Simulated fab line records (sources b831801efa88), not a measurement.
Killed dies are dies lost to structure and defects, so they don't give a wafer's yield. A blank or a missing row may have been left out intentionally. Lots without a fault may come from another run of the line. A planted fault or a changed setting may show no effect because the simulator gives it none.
Comparing a struck lot with a sound one || flow gf180mcu || 15 steps out of a route of 602
Sound: these wafers, L804.1, L804.2, L804.6. The struck wafers were L803.2, L803.4, L803.6. At the end, the cause is stated.
At each step with rows: each side's tool, then ch and its chambers, then its first start. Under that, the readings that differ: sound wafers || struck wafers || difference of the means || sigmas: that difference in standard deviations of wafers without a fault.
alike: a reading whose means differ by less than 2 such deviations, as well as words and numbers matching on both sides. not compared: withheld readings; readings where some wafer has no value; bounds like >300 that might hide an equal value; numbers whose values overlap and for which the record gives no deviation.
Wherever a step has rows on one side only, a row that says differs or no value, or a row with sigmas, the two part there. Non-overlapping numbers with no deviation appear without sigmas and do not part them. A reading that every wafer of one side lacks parts them only if that side has two wafers or more.

first, 5 steps without rows for these wafers: GF_V5_COAT_09 (resist thk 1000 nm); GF_V5_SOFTBAKE_10 (time 60 s); GF_V5_EXPOSE_11 (exposes mask Via5, target cd 260 nm); GF_V5_PEB_12 (peb time 90 s); GF_V5_DEVELOP_13 (develop time 60 s).
GF_V5_CD_MEAS_14: the cd target is 260 nm.
  sound: cdSem-01 at day 32 15:21; struck: cdSem-01 at day 32 07:29
{"reading": "cdNm (nm)", "sound": "257.9 257.5 257.3", "struck": "260.9 260.3 260.7", "difference": "+3.1", "sigmas": "+2"}
GF_V5_OVL_MEAS_15:
  sound: overlay-02 at day 32 15:28; struck: overlay-02 at day 32 07:36
  alike: V5_OVL
GF_V5_ETCH_16: etches BARC in N2/H2.
  sound on rieDiel-01 ch 1,2,3, day 32 15:30; struck on rieDiel-01 ch 1,3, day 32 07:38
  alike: drypumpMotorCurrentA, oesProductAu, throttleValvePct
GF_V5_ETCH_17: etches SiO2 in C4F8/O2/Ar, stops on TiN, target depth 855 nm.
  sound: rieDiel-01 ch 1,2,3; struck: rieDiel-01 ch 1,3
  alike: oesProductAu
GF_V5_STRIP_18: strips in O2/N2.
  sound on plasmaAsher-02 ch 0,1, day 32 15:40; struck on plasmaAsher-01 ch 0,1, day 32 07:47
{"reading": "platenTempC (C)", "sound": "250.23 249.94 250.27", "struck": "249.70 249.80 249.98", "difference": -0.32, "sigmas": -2}
  alike: drypumpMotorCurrentA, heaterPowerW, oesProductAu
  not compared: rfHoursCounterH
then, 2 steps without rows for these wafers: GF_V5_STRIP_19 (strips in post etch residue remover, time 1200 s); GF_V5_CLEAN_20 (cleans in DIW).
GF_V5_SPUTTER_21: material Ti, target thk 15 nm, time 80.02 s.
  sound: pvdSputter-04 at day 32 16:13; struck: pvdSputter-02 at day 32 08:25
{"reading": "model.Ti_of_V5_SPUTTER_21.thkNm (nm)", "sound": "15.27 15.37 15.46", "struck": "19.81 19.97 20.04", "difference": "+4.57", "sigmas": ""}
  alike: throttleValvePct
GF_V5_SPUTTER_22: material TiN, target thk 10 nm, time 40 s.
  sound: pvdSputter-04 at day 32 16:17; struck: pvdSputter-02 at day 32 08:29
  alike: throttleValvePct
after that, 1 step had no rows for these wafers: GF_PASSIVATION_PROBE_99.

== WHERE THEY PART ==
Earliest at GF_V5_CD_MEAS_14; latest, in this record, at GF_V5_STRIP_18. Later steps at which nothing parts them and some readings are alike: GF_V5_SPUTTER_21, GF_V5_SPUTTER_22.

WHY: the cause the simulator had injected
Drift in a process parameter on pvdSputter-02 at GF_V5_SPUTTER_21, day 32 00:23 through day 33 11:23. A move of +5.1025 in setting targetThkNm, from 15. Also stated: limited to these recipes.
